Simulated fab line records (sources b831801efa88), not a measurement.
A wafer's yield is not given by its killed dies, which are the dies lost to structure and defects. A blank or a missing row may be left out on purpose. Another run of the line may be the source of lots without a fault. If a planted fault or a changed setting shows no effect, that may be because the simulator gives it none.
Chamber matching | flow sky130 | cmp-02 running SKY_LI_CONTACT_CMP_02: 4 sister chambers
The step polishes PSG. 8 wafers are shown with their chamber, then 11 later ones without.

## WAFERS, EACH WITH ITS CHAMBER
wafer  | chamber | motor-current-A (A) | time-to-endpoint-s (s)
L725.1 | 2       | 9.8                 | 35.0
L726.3 | 2       | 10.1                | 32.6
L727.3 | 1       | 11.0                | 32.9
L728.3 | 1       | 11.7                | 34.6
L729.1 | 3       | 10.9                | 32.5
L729.4 | 0       | 11.3                | 32.9
L729.6 | 3       | 11.2                | 32.0
L731.2 | 0       | 11.7                | 35.4

## WAFERS WITH NO CHAMBER GIVEN
wafer  | motor-current-A (A) | time-to-endpoint-s (s)
L731.4 | 10.2                | 33.0
L731.5 | 10.3                | 34.2
L732.1 | 11.6                | 37.5
L732.2 | 10.1                | 35.5
L732.4 | 11.3                | 36.5
L733.1 | 11.3                | 33.4
L733.2 | 11.3                | 29.6
L733.3 | 10.2                | 33.6
L734.2 | 11.3                | 37.3
L734.3 | 10.8                | 35.0
L734.4 | 10.2                | 35.5

## WHICH CHAMBER EACH WENT THROUGH
wafer  | from the rows above               | in truth
L731.4 | can't be placed: 2 or 3           | 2
L731.5 | can't be placed: 2 or 3           | 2
L732.1 | can't be placed: 0 or 1 or 3      | 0
L732.2 | 2                                 | 2
L732.4 | can't be placed: 0 or 1 or 3      | 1
L733.1 | can't be placed: 1 or 0 or 3      | 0
L733.2 | can't be placed: 3 or 1 or 0      | 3
L733.3 | 2                                 | 2
L734.2 | can't be placed: 0 or 1 or 3      | 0
L734.3 | can't be placed: 1 or 3 or 0 or 2 | 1
L734.4 | 2                                 | 2
Placed correctly: 3 of 11. Can't be placed from these rows: 8 (the true chamber is among the candidates in 8). Number placed wrongly: 0.
How it was worked out, from the rows above alone: a wafer's distance from a chamber is the root of the sum, over the readings, of the square of ((its reading less the chamber's mean) divided by the reading's scatter). The wafer belongs to the nearest chamber; if the next one is less than 2 further off, it can't be placed. For every chamber, the mean is computed from those of its wafers that are shown. The scatter is the square root of a quotient: the sum, over the shown wafers, of each reading's squared deviation from its chamber's mean, divided by wafers minus chambers.
